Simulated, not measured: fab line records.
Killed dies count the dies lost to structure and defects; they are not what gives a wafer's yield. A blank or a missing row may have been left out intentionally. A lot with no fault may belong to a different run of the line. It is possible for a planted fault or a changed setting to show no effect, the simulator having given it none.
fab line records	flow sky130
record: lots: 11	wafers: 33	last-day: 50
route steps=708 shown VIA2@509 METAL3@534 PAD_OPEN@708
lots untouched by any fault: they come from a run of this same line in which no faults occurred
start-h: the number of hours between the record's first day and the start of the first shown wafer of the lot	wait-h: time in hours since the lot's previous step	" repeats the value in the row above	L1.1+2: a row that stands for several wafers	- value missing, or start not given	* or withheld: withheld	< > ~ a bound
route shown NAME@n: a module of which the file shows steps, and the number in the route of the first	usual: the fault-free wafers' mean and standard deviation	same: alike in all rows	chamber/n: place in a boat	sites: readings site by site	_std_site: standard deviation of those values	_edge_site: the outer-site mean with the inner-site mean subtracted	radius-mm: for every site, how far away it sits from the centre of the wafer	mask NAME#n: copy n	behind: tool/chamber where the wafer was last shaped	hold: reason for holding the lot/hours on hold/outcome of the hold	device: which transistor (n, p or np) failed to switch	end of line: tests run on the same wafers once the route is complete	a step with no rows: only its recipe	killed: dies that structure and defects cost at the first sort, which is not the same as the wafer's yield	map: shows each die of a wafer: x if killed, . if not, _ if none is there
set.NAME: the setting as run; set.NAME@STEP: as run at that earlier step	model.NAME: the simulator's own value behind a step, which no gauge read
one table for each step of the route and one row for each wafer, over a sample of lots
services: the hour from which a tool's chamber was out of use, counted from the record's first day as start-h (under 0 if before that day), plus the number of hours and why
== steps ==
step: SKY_VIA2_CMP_02
recipe: material: SiO2	down-force-psi: 4	platen-rpm: 60	pad-velocity-m-s: 0.94248
usual: edge-zone-pressure-frac: 1.000/0.0054	head-pressure-psi: 4.000/0.0095	motor-current-A: 12.2/0.93	platen-rpm: 60.01/0.043
lot.wafer	tool	chamber	start-h	wait-h	edge-zone-pressure-frac	head-pressure-psi	motor-current-A	platen-rpm
L724.4	cmp-02	1	820.13	0.0	1.009	4.000	11.8	60.08
L724.2	"	2	"	"	0.993	4.001	13.3	60.04
L724.5	"	2	"	"	0.999	3.992	13.9	60.03
L729.3	cmp-02	2	854.90	0.0	0.998	3.997	13.4	59.93
L729.1	"	0	"	"	0.993	3.992	12.0	60.05
L729.6	"	2	"	"	0.999	3.989	13.8	59.95
L731.1	cmp-01	3	890.51	0.1	0.998	4.022	11.0	60.01
L731.2	"	1	"	"	1.013	3.996	11.7	60.00
L731.6	"	3	"	"	0.992	4.010	10.8	60.03
L733.4	cmp-02	2	898.94	0.1	1.002	3.986	13.6	60.05
L733.5	"	0	"	"	0.999	4.011	11.4	60.02
L733.6	"	1	"	"	1.002	4.001	11.9	59.98
L734.2	cmp-02	2	914.78	0.1	1.003	3.988	13.7	60.05
L734.6	"	0	"	"	1.002	4.001	12.3	60.01
L734.5	"	1	"	"	0.991	4.012	12.0	59.98
L735.2	cmp-02	2	917.79	0.2	0.993	4.002	14.4	60.02
L735.1	"	3	"	"	1.002	4.016	12.4	59.97
L735.6	"	0	"	"	0.996	4.001	12.4	59.97
L739.2	cmp-02	1	944.44	0.1	0.996	4.016	12.1	59.97
L739.1	"	3	"	"	0.997	4.015	12.2	60.04
L739.6	"	0	"	"	0.994	4.010	12.3	59.97
L744.1	cmp-02	1	971.25	1.0	0.997	4.001	11.9	60.00
L744.6	"	2	"	"	1.006	3.997	13.2	60.09
L744.5	"	3	"	"	0.997	3.991	12.0	60.03
L745.3	cmp-02	2	976.78	0.1	1.012	4.000	14.0	60.02
L745.4	"	3	"	"	1.000	4.009	12.6	59.98
L745.5	"	2	"	"	1.008	4.000	13.0	60.04
L746.4	cmp-02	3	984.28	0.1	1.001	3.996	12.3	60.04
L746.2	"	0	"	"	0.997	3.997	12.5	60.11
L746.3	"	1	"	"	0.989	3.991	11.7	60.01
L747.1	cmp-02	3	986.83	0.1	1.002	3.990	12.4	60.01
L747.3	"	1	"	"	0.993	4.001	11.9	59.96
L747.5	"	3	"	"	0.998	3.992	12.4	60.00
step: SKY_VIA2_ETCH_15
recipe: target: SiO2	chemistry: C4F8/O2/Ar	target-depth-nm: 546	stop-on: TiN	mask-material: KrF-thick	source-w: 1500	bias-w: 1200	pressure-mtorr: 40	c4f8-flow-sccm: withheld	O2_flow_sccm: 6	Ar_flow_sccm: 300	time-s: 84
usual: oes-product-au: 0.939/0.0047
lot.wafer	tool	chamber	start-h	wait-h	oes-product-au	rf-hours-counter-h
L724.2	rie-diel-02	3	845.48	0.0	0.943	12
L724.4	"	2	"	"	0.938	0
L724.5	"	3	"	"	0.945	-
L729.1	rie-diel-01	3	881.13	0.0	0.933	8
L729.3	"	0	"	"	0.938	0
L729.6	"	1	"	"	0.937	-
L731.1	rie-diel-03	1	916.68	0.0	0.933	12
L731.2	"	3	"	"	0.937	8
L731.6	"	1	"	"	0.941	-
L733.4	rie-diel-02	0	924.83	0.0	0.938	11
L733.5	"	0	"	"	0.941	-
L733.6	"	3	"	"	0.932	-
L734.2	rie-diel-03	1	939.84	0.0	0.931	13
L734.5	"	2	"	"	0.944	-
L734.6	"	1	"	"	0.942	-
L735.1	rie-diel-03	1	942.34	0.0	0.941	13
L735.2	"	0	"	"	0.934	15
L735.6	"	1	"	"	0.942	-
L739.1	rie-diel-03	2	968.74	0.0	0.936	18
L739.2	"	0	"	"	0.946	16
L739.6	"	0	"	"	0.939	-
L744.1	rie-diel-01	1	994.73	0.0	0.943	1
L744.5	"	3	"	"	0.942	-
L744.6	"	1	"	"	0.940	-
L745.3	rie-diel-01	1	1000.88	0.0	0.940	1
L745.4	"	3	"	"	0.941	11
L745.5	"	0	"	"	0.935	-
L746.2	rie-diel-01	2	1008.08	0.0	0.946	5
L746.3	"	0	"	"	0.939	3
L746.4	"	1	"	"	0.935	1
L747.1	rie-diel-02	2	1009.88	0.0	0.940	5
L747.3	"	1	"	"	0.932	6
L747.5	"	0	"	"	0.936	-
step: SKY_VIA2_CMP_24
recipe: stop-on: SiO2	t-overpolish-s: 20	down-force-psi: 3.5	platen-rpm: 60	target-thk-nm: 0	pad-velocity-m-s: 0.94248
usual: edge-zone-pressure-frac: 1.000/0.0049	head-pressure-psi: 3.499/0.0074	motor-current-A: 11.2/0.9	overpolish-run-s: 20.000/0.0088	platen-rpm: 60.00/0.041	time-to-endpoint-s: 97/3.3
lot.wafer	tool	chamber	start-h	wait-h	edge-zone-pressure-frac	head-pressure-psi	motor-current-A	overpolish-run-s	platen-rpm	time-to-endpoint-s
L724.4	cmp-02	1	846.65	0.1	0.993	3.499	10.3	20.007	59.98	93
L724.2	"	2	"	"	0.994	3.480	12.7	20.009	59.95	92
L724.5	"	0	"	"	1.000	3.494	11.1	19.994	60.02	93
L729.1	cmp-01	1	882.33	0.1	1.006	3.506	10.5	19.996	60.01	92
L729.3	"	0	"	"	0.999	3.511	10.4	20.000	60.02	92
L729.6	"	2	"	"	1.004	3.499	12.0	20.012	60.01	94
L731.1	cmp-02	1	918.09	0.4	0.990	3.489	11.0	19.992	60.04	97
L731.2	"	2	"	"	1.001	3.494	12.4	19.990	60.02	96
L731.6	"	3	"	"	0.998	3.493	11.4	20.000	60.07	97
L733.4	cmp-01	2	925.94	0.1	0.999	3.509	12.2	20.006	60.00	100
L733.6	"	1	"	"	0.999	3.503	10.5	19.993	59.98	92
L733.5	"	2	"	"	1.000	3.493	12.6	20.000	59.96	98
L734.2	cmp-02	1	940.87	0.0	-	-	-	-	-	-
L734.5	"	1	"	"	-	-	-	-	-	-
L734.6	"	2	"	"	-	-	-	-	-	-
L735.2	cmp-01	1	943.42	0.1	-	-	-	-	-	-
L735.1	"	2	"	"	-	-	-	-	-	-
L735.6	"	1	"	"	-	-	-	-	-	-
L739.1	cmp-02	0	969.90	0.2	1.006	3.511	11.7	19.992	60.01	94
L739.2	"	1	"	"	0.999	3.506	10.9	20.003	59.99	95
L739.6	"	1	"	"	1.001	3.508	10.5	20.007	60.00	93
L744.1	cmp-02	0	995.98	0.2	0.996	3.503	11.6	19.995	60.04	96
L744.5	"	1	"	"	0.999	3.494	11.2	19.985	60.01	94
L744.6	"	2	"	"	1.005	3.498	12.3	20.015	60.02	95
L745.4	cmp-01	2	1002.01	0.1	1.005	3.509	12.1	19.994	60.04	95
L745.3	"	3	"	"	1.005	3.489	10.0	20.017	59.99	98
L745.5	"	1	"	"	0.994	3.504	10.3	20.004	59.97	93
L746.4	cmp-01	0	1009.15	0.1	0.999	3.502	10.1	19.991	59.97	100
L746.3	"	1	"	"	0.994	3.499	10.8	19.988	59.95	96
L746.2	"	2	"	"	0.997	3.496	12.3	20.005	60.04	100
L747.3	cmp-01	1	1010.95	0.1	0.997	3.506	10.8	20.015	60.07	95
L747.1	"	3	"	"	0.999	3.497	10.2	19.995	60.05	98
L747.5	"	1	"	"	0.999	3.508	10.7	19.994	60.00	92
step: SKY_METAL3_SPUTTER_02
recipe: material: AlCu	target-thk-nm: 735	power-w: 10600	time-s: 39.1	chamber-pressure-pa: 0.4
usual: throttle-valve-pct: 29.8/0.88
lot.wafer	tool	chamber	start-h	wait-h	throttle-valve-pct
L724.2	pvd-sputter-04	-	846.89	0.0	31.3
L724.4	"	-	"	"	30.9
L724.5	"	-	"	"	28.3
L729.1	pvd-sputter-04	-	882.68	0.0	28.3
L729.3	"	-	"	"	30.8
L729.6	"	-	"	"	31.1
L731.1	pvd-sputter-04	-	918.34	0.0	31.0
L731.2	"	-	"	"	31.2
L731.6	"	-	"	"	30.9
L733.4	pvd-sputter-04	-	926.24	0.0	31.0
L733.5	"	-	"	"	28.2
L733.6	"	-	"	"	31.1
L739.1	pvd-sputter-04	-	970.25	0.0	28.0
L739.2	"	-	"	"	30.3
L739.6	"	-	"	"	31.1
L744.1	pvd-sputter-04	-	996.18	0.0	30.9
L744.5	"	-	"	"	31.1
L744.6	"	-	"	"	30.2
L745.3	pvd-sputter-04	-	1002.31	0.0	30.9
L745.4	"	-	"	"	28.3
L745.5	"	-	"	"	30.3
L746.2	pvd-sputter-01	-	1009.45	0.0	29.6
L746.3	"	-	"	"	29.3
L746.4	"	-	"	"	29.7
L747.1	pvd-sputter-02	-	1011.25	0.0	29.3
L747.3	"	-	"	"	29.4
L747.5	"	-	"	"	30.0
step: SKY_PAD_OPEN_PROBE_99
usual: defect-limited-yield: 82.4/1.7	killed_at_M0_to_M3: 44/6.9	killed_at_M4_up: 3.3/1.7	killed-at-contacts: 24/4.7	killed-at-front-end: 15/4.5	killed-at-other: 0.2/0.49	killed-dies: 86/8.4	killed-on-rim: 17/4.2	killed-open: 47/6.5	killed-short: 39/6	sort_bin_3_pad_short: 0.9/0.4	sort_bin_5_function: 10.4/1.5	sort_bin_6_memory: 6.3/1	sort-n-pass: 406/8.4	sort-yield-pct: 82.4/1.7
same: gross-dies: 492	killed-at-back-side: 0	sort_bin_4_leakage[%]: 0	sort_bin_8_speed[%]: 0
lot.wafer	tool	chamber	start-h	wait-h	hold	defect-limited-yield[%]	killed_at_M0_to_M3	killed_at_M4_up	killed-at-contacts	killed-at-front-end	killed-at-other	killed-dies	killed-on-rim	killed-open	killed-short	sort_bin_3_pad_short[%]	sort_bin_5_function[%]	sort_bin_6_memory[%]	sort-n-pass	sort-yield-pct[%]
L724.2	prober-01	-	1072.81	0.1	-	82.5	39	3	29	15	0	86	20	41	45	0.6	10.6	6.3	406	82.5
L724.4	prober-01	-	1072.91	0.2	-	81.5	40	4	25	22	0	91	12	54	37	1.0	10.4	7.1	401	81.5
L724.5	prober-01	-	1072.96	0.2	-	80.9	46	4	26	16	2	94	21	50	44	1.0	10.6	7.5	398	80.9
L729.1	prober-02	-	1101.68	0.1	-	85.0	31	6	23	14	0	74	10	36	38	0.8	9.3	4.9	418	85.0
L729.3	prober-02	-	1101.78	0.2	-	82.7	44	2	20	19	0	85	20	42	43	1.0	10.6	5.7	407	82.7
L729.6	prober-02	-	1101.93	0.2	-	84.1	36	5	27	10	0	78	10	48	30	1.4	9.6	4.9	414	84.1
L731.1	prober-01	-	1129.34	0.1	-	82.5	37	2	31	15	1	86	15	54	32	1.2	11.2	5.1	406	82.5
L731.2	prober-01	-	1129.39	0.1	-	82.9	37	1	20	25	1	84	17	40	44	0.8	11.2	5.1	408	82.9
L731.6	prober-01	-	1129.59	0.2	-	84.3	41	4	16	16	0	77	10	36	41	1.2	7.1	7.3	415	84.3
L733.4	prober-01	-	1136.09	0.2	-	83.3	41	3	23	15	0	82	17	50	32	0.4	11.2	5.1	410	83.3
L733.5	prober-01	-	1136.14	0.2	-	83.9	52	2	11	14	0	79	15	36	43	0.2	11.0	4.9	413	83.9
L733.6	prober-01	-	1136.19	0.2	-	82.3	44	3	26	14	0	87	14	49	38	0.2	12.2	5.3	405	82.3
L735.1	prober-01	-	1147.46	0.1	await-dispo/5.3h/scrap	0	459	3	19	11	0	492	96	41	38	84.8	10.2	5.1	0	0
L735.2	prober-01	-	1147.51	0.1	await-dispo/5.3h/scrap	0	456	4	14	18	0	492	96	45	33	85.2	9.3	5.5	0	0
L735.6	prober-01	-	1147.71	0.2	await-dispo/5.3h/scrap	0	450	5	24	13	0	492	96	52	36	82.7	11.6	5.7	0	0
L734.2	prober-02	-	1151.24	4.2	await-dispo/4.1h/release	0	458	3	22	9	0	492	96	45	34	84.8	8.7	6.5	0	0
L734.5	prober-02	-	1151.39	4.3	await-dispo/4.1h/release	0	450	3	29	10	0	492	96	46	36	84.3	10.0	5.7	0	0
L734.6	prober-02	-	1151.44	4.3	await-dispo/4.1h/release	0	444	1	29	17	1	492	96	52	26	84.8	9.6	5.7	0	0
L739.1	prober-01	-	1165.84	0.1	-	85.0	39	3	27	5	0	74	10	32	42	0.4	9.3	5.3	418	85.0
L739.2	prober-01	-	1165.89	0.1	-	82.5	60	3	16	7	0	86	9	48	38	1.2	10.4	5.9	406	82.5
L739.6	prober-01	-	1166.09	0.2	-	83.1	44	4	20	15	0	83	12	44	39	1.2	8.3	7.3	409	83.1
L744.1	prober-02	-	1188.34	0.1	-	80.5	53	2	28	13	0	96	20	50	46	1.2	9.1	9.1	396	80.5
L744.5	prober-02	-	1188.54	0.2	-	83.7	36	1	25	18	0	80	11	44	36	1.4	8.9	5.9	412	83.7
L744.6	prober-02	-	1188.59	0.2	-	84.1	44	6	19	9	0	78	16	37	41	0.8	8.7	6.3	414	84.1
L745.3	prober-01	-	1192.16	0.2	-	83.5	37	3	23	18	0	81	18	40	41	0.8	9.6	6.1	411	83.5
L745.4	prober-01	-	1192.21	0.2	-	82.5	37	5	25	19	0	86	20	49	37	0.8	10.4	6.3	406	82.5
L745.5	prober-01	-	1192.26	0.2	-	82.9	36	4	22	21	1	84	13	44	40	1.0	10.0	6.1	408	82.9
L746.2	prober-02	-	1195.52	0.1	-	78.9	56	3	30	15	0	104	20	53	51	0.6	13.2	7.3	388	78.9
L746.3	prober-02	-	1195.57	0.2	-	84.1	37	7	19	15	0	78	17	41	37	1.4	9.1	5.3	414	84.1
L746.4	prober-02	-	1195.62	0.2	-	82.1	44	3	25	16	0	88	26	48	40	0.8	12.2	4.9	404	82.1
L747.1	prober-01	-	1196.88	0.1	-	79.5	58	6	20	17	0	101	23	47	54	0.6	13.4	6.5	391	79.5
L747.3	prober-01	-	1196.98	0.2	-	80.9	48	3	27	16	0	94	20	56	38	0.4	12.2	6.5	398	80.9
L747.5	prober-01	-	1197.08	0.2	-	86.4	33	5	13	16	0	67	12	36	31	0.4	7.1	6.1	425	86.4
killed by level:class
L724.2 CONTACT:geometric-particle:open=15 METAL1:geometric-particle:short=9 VIA1:geometric-particle:open=7 METAL2:geometric-particle:short=6 FIELD_ISO:geometric-particle:short=5 SPACER:geometric-particle:short=4 LI_CONTACT:geometric-particle:short=4 LI_CONTACT:geometric-particle:open=4
L724.4 VIA3:geometric-particle:open=9 CONTACT:geometric-particle:open=8 FIELD_ISO:geometric-particle:open=7 VIA1:geometric-particle:open=7 METAL2:geometric-particle:short=7 FIELD_ISO:geometric-particle:short=6 CONTACT:geometric-particle:short=6 POLY_GATE:geometric-particle:open=5
L724.5 VIA1:geometric-particle:short=12 CONTACT:geometric-particle:open=10 VIA1:geometric-particle:open=9 VIA2:geometric-particle:open=7 FIELD_ISO:geometric-particle:open=6 FIELD_ISO:geometric-particle:short=6 LI_CONTACT:geometric-particle:open=6 CONTACT:geometric-particle:short=5
L729.1 LI_CONTACT:geometric-particle:open=7 CONTACT:geometric-particle:open=7 VIA1:geometric-particle:short=6 VIA1:geometric-particle:open=5 FIELD_ISO:geometric-particle:short=4 METAL1:geometric-particle:short=4 LOCAL_INTERCONNECT:geometric-particle:short=4 VIA2:geometric-particle:short=4
L729.3 CONTACT:geometric-particle:open=7 VIA3:geometric-particle:open=7 METAL1:geometric-particle:short=6 VIA1:geometric-particle:open=6 VIA2:geometric-particle:open=6 POLY_GATE:geometric-particle:short=5 LI_CONTACT:geometric-particle:short=5 METAL2:geometric-particle:short=5
L729.6 LI_CONTACT:geometric-particle:open=9 VIA2:geometric-particle:open=9 CONTACT:geometric-particle:open=8 VIA3:geometric-particle:open=7 LOCAL_INTERCONNECT:geometric-particle:short=5 VIA1:geometric-particle:short=4 VIA1:geometric-particle:open=4 METAL3:geometric-particle:short=4
L731.1 CONTACT:geometric-particle:open=14 LI_CONTACT:geometric-particle:open=9 VIA1:geometric-particle:open=9 POLY_GATE:geometric-particle:open=6 LI_CONTACT:geometric-particle:short=5 METAL1:geometric-particle:short=5 METAL3:geometric-particle:short=4 METAL2:geometric-particle:short=4
L731.2 VIA1:geometric-particle:open=9 FIELD_ISO:geometric-particle:open=8 FIELD_ISO:geometric-particle:short=8 METAL1:geometric-particle:short=8 METAL2:geometric-particle:short=5 CONTACT:geometric-particle:short=5 VIA2:geometric-particle:open=5 LI_CONTACT:geometric-particle:open=4
L731.6 VIA1:geometric-particle:open=9 CONTACT:geometric-particle:short=5 CONTACT:geometric-particle:open=5 METAL1:geometric-particle:short=5 VIA3:geometric-particle:open=5 METAL2:geometric-particle:short=5 FIELD_ISO:geometric-particle:short=4 POLY_GATE:geometric-particle:open=4
L733.4 LI_CONTACT:geometric-particle:open=8 CONTACT:geometric-particle:open=8 METAL2:geometric-particle:short=7 METAL1:geometric-particle:short=7 VIA2:geometric-particle:open=7 FIELD_ISO:geometric-particle:open=5 VIA1:geometric-particle:open=5 POLY_GATE:geometric-particle:open=4
L733.5 METAL2:geometric-particle:short=12 VIA1:geometric-particle:open=7 LI_CONTACT:geometric-particle:open=6 VIA2:geometric-particle:open=6 VIA1:geometric-particle:short=6 VIA3:geometric-particle:open=6 FIELD_ISO:geometric-particle:short=5 METAL1:geometric-particle:short=5
L733.6 VIA1:geometric-particle:open=10 VIA2:geometric-particle:open=8 LI_CONTACT:geometric-particle:open=6 VIA3:geometric-particle:open=6 LOCAL_INTERCONNECT:geometric-particle:short=6 CONTACT:geometric-particle:short=6 CONTACT:geometric-particle:open=6 METAL1:geometric-particle:short=6
L735.1 VIA2:area-cmp=413 VIA1:geometric-particle:open=11 VIA2:geometric-particle:open=6 METAL2:geometric-particle:short=6 VIA3:geometric-particle:open=6 LI_CONTACT:geometric-particle:open=4 CONTACT:geometric-particle:short=4 CONTACT:geometric-particle:open=4
L735.2 VIA2:area-cmp=414 VIA1:geometric-particle:open=12 VIA3:geometric-particle:open=8 FIELD_ISO:geometric-particle:open=5 FIELD_ISO:geometric-particle:short=5 METAL2:geometric-particle:short=5 LI_CONTACT:geometric-particle:open=4 CONTACT:geometric-particle:open=4
L735.6 VIA2:area-cmp=404 LI_CONTACT:geometric-particle:open=10 VIA2:geometric-particle:open=9 VIA1:geometric-particle:open=8 CONTACT:geometric-particle:open=8 METAL2:geometric-particle:short=7 VIA3:geometric-particle:open=6 METAL1:geometric-particle:short=5
L734.2 VIA2:area-cmp=413 VIA2:geometric-particle:open=9 LI_CONTACT:geometric-particle:open=8 VIA1:geometric-particle:open=7 CONTACT:geometric-particle:open=7 VIA3:geometric-particle:open=7 METAL1:geometric-particle:short=5 VIA3:geometric-particle:short=5
L734.5 VIA2:area-cmp=410 CONTACT:geometric-particle:open=10 LI_CONTACT:geometric-particle:open=8 VIA1:geometric-particle:open=8 VIA3:geometric-particle:open=8 VIA2:geometric-particle:open=5 LOCAL_INTERCONNECT:geometric-particle:short=5 METAL2:geometric-particle:short=5
L734.6 VIA2:area-cmp=414 LI_CONTACT:geometric-particle:open=12 CONTACT:geometric-particle:open=10 VIA1:geometric-particle:open=7 POLY_GATE:geometric-particle:short=6 VIA2:geometric-particle:open=6 FIELD_ISO:geometric-particle:open=5 VIA3:geometric-particle:open=5
L739.1 LOCAL_INTERCONNECT:geometric-particle:short=9 LI_CONTACT:geometric-particle:open=6 CONTACT:geometric-particle:open=6 VIA1:geometric-particle:open=6 METAL2:geometric-particle:short=6 VIA2:geometric-particle:open=5 VIA3:geometric-particle:open=5 VIA1:geometric-particle:short=4
L739.2 VIA1:geometric-particle:open=13 VIA3:geometric-particle:open=10 CONTACT:geometric-particle:open=9 METAL2:geometric-particle:short=8 VIA2:geometric-particle:open=7 VIA1:geometric-particle:short=7 METAL3:geometric-particle:short=5 LI_CONTACT:geometric-particle:open=4
L739.6 VIA1:geometric-particle:open=11 METAL1:geometric-particle:short=8 VIA3:geometric-particle:open=7 VIA2:geometric-particle:open=7 CONTACT:geometric-particle:open=5 POLY_GATE:geometric-particle:short=4 LI_CONTACT:geometric-particle:open=4 LI_CONTACT:geometric-particle:short=4
L744.1 VIA1:geometric-particle:open=14 CONTACT:geometric-particle:open=9 VIA3:geometric-particle:open=8 CONTACT:geometric-particle:short=7 LI_CONTACT:geometric-particle:open=6 METAL2:geometric-particle:short=6 VIA1:geometric-particle:short=6 VIA3:geometric-particle:short=6
L744.5 CONTACT:geometric-particle:open=10 LI_CONTACT:geometric-particle:open=7 VIA1:geometric-particle:open=7 FIELD_ISO:geometric-particle:open=6 METAL1:geometric-particle:short=5 CONTACT:geometric-particle:short=4 VIA1:geometric-particle:short=4 METAL2:geometric-particle:short=4
L744.6 VIA2:geometric-particle:open=10 METAL1:geometric-particle:short=10 METAL2:geometric-particle:short=7 LOCAL_INTERCONNECT:geometric-particle:short=5 CONTACT:geometric-particle:open=5 LI_CONTACT:geometric-particle:open=4 CONTACT:geometric-particle:short=4 VIA1:geometric-particle:open=4
L745.3 CONTACT:geometric-particle:open=12 VIA2:geometric-particle:short=7 VIA1:geometric-particle:open=5 METAL2:geometric-particle:short=5 VIA2:geometric-particle:open=5 POLY_GATE:geometric-particle:open=4 LI_CONTACT:geometric-particle:open=4 CONTACT:geometric-particle:short=4
L745.4 CONTACT:geometric-particle:open=10 VIA1:geometric-particle:open=8 FIELD_ISO:geometric-particle:short=7 VIA2:geometric-particle:open=7 VIA3:geometric-particle:open=6 FIELD_ISO:geometric-particle:open=5 VIA3:geometric-particle:short=5 LI_CONTACT:geometric-particle:open=5
L745.5 VIA1:geometric-particle:open=11 LI_CONTACT:geometric-particle:open=7 POLY_GATE:geometric-particle:open=6 CONTACT:geometric-particle:open=6 VIA2:geometric-particle:open=6 FIELD_ISO:geometric-particle:short=4 POLY_GATE:geometric-particle:short=4 CONTACT:geometric-particle:short=4
L746.2 VIA1:geometric-particle:open=15 CONTACT:geometric-particle:open=11 METAL1:geometric-particle:short=8 FIELD_ISO:geometric-particle:short=7 LI_CONTACT:geometric-particle:open=7 VIA3:geometric-particle:open=7 VIA1:geometric-particle:short=6 CONTACT:geometric-particle:short=5
L746.3 CONTACT:geometric-particle:open=11 METAL1:geometric-particle:short=7 VIA1:geometric-particle:open=7 POLY_GATE:geometric-particle:short=6 VIA3:geometric-particle:short=6 METAL4:geometric-particle:short=6 LI_CONTACT:geometric-particle:open=5 VIA3:geometric-particle:open=5
L746.4 LI_CONTACT:geometric-particle:open=9 CONTACT:geometric-particle:open=9 VIA1:geometric-particle:open=8 VIA1:geometric-particle:short=7 FIELD_ISO:geometric-particle:open=5 METAL1:geometric-particle:short=5 VIA3:geometric-particle:open=5 VIA3:geometric-particle:short=5
L747.1 VIA1:geometric-particle:open=13 VIA1:geometric-particle:short=10 VIA3:geometric-particle:open=9 LI_CONTACT:geometric-particle:open=7 CONTACT:geometric-particle:short=6 METAL4:geometric-particle:short=6 POLY_GATE:geometric-particle:open=5 METAL1:geometric-particle:short=5
L747.3 VIA1:geometric-particle:open=19 CONTACT:geometric-particle:open=12 METAL1:geometric-particle:short=8 CONTACT:geometric-particle:short=6 FIELD_ISO:geometric-particle:open=5 LI_CONTACT:geometric-particle:open=5 VIA1:geometric-particle:short=4 VIA2:geometric-particle:open=4
L747.5 VIA2:geometric-particle:open=8 VIA1:geometric-particle:open=8 FIELD_ISO:geometric-particle:short=6 METAL2:geometric-particle:short=5 LI_CONTACT:geometric-particle:open=5 METAL1:geometric-particle:short=5 POLY_GATE:geometric-particle:open=4 CONTACT:geometric-particle:open=4
== services ==
tool	chamber	start-h	hours	kind
rie-diel-03	0	796.27	11.3	repair
rie-diel-03	2	805.27	36.2	repair
pvd-sputter-04	-	806.81	2.7	repair
cmp-02	-	816.00	2.7	repair
cmp-01	-	818.78	0.4	repair
rie-diel-01	-	834.08	14.6	pm
cmp-01	-	850.89	0.9	repair
rie-diel-02	1	858.22	10.4	repair
rie-diel-02	-	860.87	0.4	repair
rie-diel-01	1	888.23	8.4	repair
rie-diel-03	2	891.52	23.6	repair
cmp-01	-	912.27	4.0	pm
cmp-01	-	916.27	3.3	pm
rie-diel-01	-	917.74	29.6	repair
cmp-02	-	930.40	5.5	repair
cmp-02	-	935.95	4.3	pm
rie-diel-03	3	948.94	1.9	repair
rie-diel-03	3	961.84	12.6	repair
cmp-01	-	966.92	16.3	repair
rie-diel-01	1	977.12	9.7	repair
rie-diel-01	0	991.57	5.4	repair
cmp-01	-	996.51	3.8	pm
cmp-02	-	1000.46	11.7	pm
cmp-01	-	1003.36	1.4	repair
== key ==
first-sign: step: SKY_VIA2_CMP_24	reading: tool-record	direction: missing
effect: step: SKY_PAD_OPEN_PROBE_99	reading: sort_bin_3_pad_short	direction: up	sigmas: 99+	usual: 0.9	struck: 84.4
more-kills-born-at: SKY_VIA2_CMP_24@cmp-02: 1237	SKY_VIA2_CMP_24@cmp-01: 1230
met-at SKY_VIA2_CMP_24
struck-lots L734,L735
later-rows-left-out L734.2,L734.5,L734.6,L735.1,L735.2,L735.6
not-acting-at SKY_VIA2_CMP_02,SKY_VIA2_ETCH_15,SKY_METAL3_SPUTTER_02
onset-between 925.94 940.87
fault: kind: skipped-step-whole	tool: cmp-01,cmp-02	chamber: -	onset-h: 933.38	steps: SKY_VIA2_CMP_24	scope: struck-lots-only
later-rows-left-out: the simulator's readings of these wafers behind a module that went badly wrong aren't trusted and aren't shown, but for the sort
